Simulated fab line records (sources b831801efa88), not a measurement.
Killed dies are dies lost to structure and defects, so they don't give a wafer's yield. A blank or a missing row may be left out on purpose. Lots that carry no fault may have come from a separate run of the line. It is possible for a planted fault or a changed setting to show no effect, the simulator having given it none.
Which tool is to blame?	flow gf180mcu	35 wafers from 12 lots sampled at 3 of the route's 602 steps

== WHAT THE GAUGES READ, wafer by wafer ==
GF_M4_OVL_MEAS_15. Usual: M4_OVL 5 nm, standard deviation 5.5.
lot	measured	on	M4_OVL (nm)	flag
L639	day 23 02:19	overlay-02	11 2 6	
L640	day 23 20:29	overlay-02	-7 -3 6	
L641	day 24 00:19	overlay-01	9 5 9	
L642	day 24 16:43	overlay-02	12 7 13	
L644	day 25 11:58	overlay-01	7 8 11	
L646	day 26 03:16	overlay-02	4 16 4	
L645	day 26 18:49	overlay-02	0 -3 3	
L647	day 26 23:05	overlay-02	4 7 10	
L648	day 27 07:01	overlay-01	12 7 10	
L651	day 27 22:34	overlay-02	12 9 5	
L656	day 28 22:11	overlay-01	14 9 7	
L660	day 30 03:43	overlay-01	-7 -2	

== WHAT TOOL EACH LOT RAN ON (gives the tool, then ch and the chambers of the sampled wafers, and finally the start) ==
lot	GF_V3_STRIP_18	GF_M4_SPUTTER_03
L639	plasma_asher-01 ch 0,1, day 22 01:37	pvd_sputter-04, day 22 03:03
L640	plasma_asher-04 ch 0,1, day 22 19:20	pvd_sputter-02, day 22 20:43
L641	plasma_asher-04 ch 0,1, day 22 23:56	pvd_sputter-02, day 23 01:20
L642	plasma_asher-04 ch 0,1, day 23 17:10	pvd_sputter-02, day 23 18:34
L644	plasma_asher-01 ch 0,1, day 24 12:28	pvd_sputter-04, day 24 13:59
L646	plasma_asher-01 ch 0,1, day 25 04:41	pvd_sputter-02, day 25 06:05
L645	plasma_asher-04 ch 0,1, day 25 20:08	pvd_sputter-04, day 25 21:32
L647	plasma_asher-02 ch 0,1, day 26 00:44	pvd_sputter-04, day 26 02:07
L648	plasma_asher-04 ch 0,1, day 26 08:23	pvd_sputter-03, day 26 09:47
L651	plasma_asher-04 ch 0,1, day 27 01:49	pvd_sputter-03, day 27 03:11
L656	plasma_asher-04 ch 1, day 28 01:52	pvd_sputter-03, day 28 03:17
L660	plasma_asher-02 ch 0, day 29 07:44	pvd_sputter-02, day 29 09:10
- GF_V3_STRIP_18: strips in O2/N2.
- GF_M4_SPUTTER_03: material Ti, target thk 10 nm, time 6.7 s.

== AS READ BY THE TOOLS THEMSELVES (means over the sampled wafers that have a number; for cases with no such wafer, the mark the record gives instead) ==
GF_V3_STRIP_18. Usual: drypump_motor_current_A 5.4 A, standard deviation 0.54; heater_power_w 299 W, standard deviation 25; n2_flow_sccm 299.9 sccm, standard deviation 0.81; oes_product_au 0.591 a.u., standard deviation 0.0048.
lot	tool	drypump_motor_current_A (A)	heater_power_w (W)	n2_flow_sccm (sccm)	oes_product_au (a.u.)	flag
L639	plasma_asher-01	5.1	311	299.9	0.591	
L640	plasma_asher-04	5.6	309	299.9	0.589	
L641	plasma_asher-04	5.2	305	299.4	0.592	
L642	plasma_asher-04	5.6	314	299.5	0.594	
L644	plasma_asher-01	5.1	310	298.7	0.586	
L646	plasma_asher-01	5.4	283	300.2	0.594	
L645	plasma_asher-04	5.2	303	300.0	0.588	
L647	plasma_asher-02	5.9	292	300.3	0.590	
L648	plasma_asher-04	5.7	311	299.3	0.589	
L651	plasma_asher-04	5.7	309	299.8	0.587	
L656	plasma_asher-04	4.8	294	298.7	0.591	
L660	plasma_asher-02	5.8	298	300.4	0.597	

GF_M4_SPUTTER_03. Usual: 30.3 % for throttle_valve_pct, sd 1.2.
lot	tool	throttle_valve_pct (%)	flag
L639	pvd_sputter-04	28.5	
L640	pvd_sputter-02	31.3	
L641	pvd_sputter-02	29.6	
L642	pvd_sputter-02	30.7	
L644	pvd_sputter-04	30.1	
L646	pvd_sputter-02	29.9	
L645	pvd_sputter-04	30.3	
L647	pvd_sputter-04	30.3	
L648	pvd_sputter-03	30.5	
L651	pvd_sputter-03	30.7	
L656	pvd_sputter-03	30.4	
L660	pvd_sputter-02	31.5	

== THE ANSWER, worked out from the rows above alone ==
Rule: a lot counts as off when the mean over its wafers that have a number is more than 3 standard deviations away from the usual mean. A lot without any number at a reading at which 4 lots or more have one is off too. Where the step has rows for the other lots, those lots are counted as sound. Order of review: gauges by route order, followed by the tools' own readings, for which a lot's mean as printed above is used. At the first step where some lot is off, the reading lying furthest off is the one used; lots without a number count as furthest.
None of the lots is off at any reading shown; this tells nothing.

== WHAT THE SIMULATOR HAD INSERTED ==
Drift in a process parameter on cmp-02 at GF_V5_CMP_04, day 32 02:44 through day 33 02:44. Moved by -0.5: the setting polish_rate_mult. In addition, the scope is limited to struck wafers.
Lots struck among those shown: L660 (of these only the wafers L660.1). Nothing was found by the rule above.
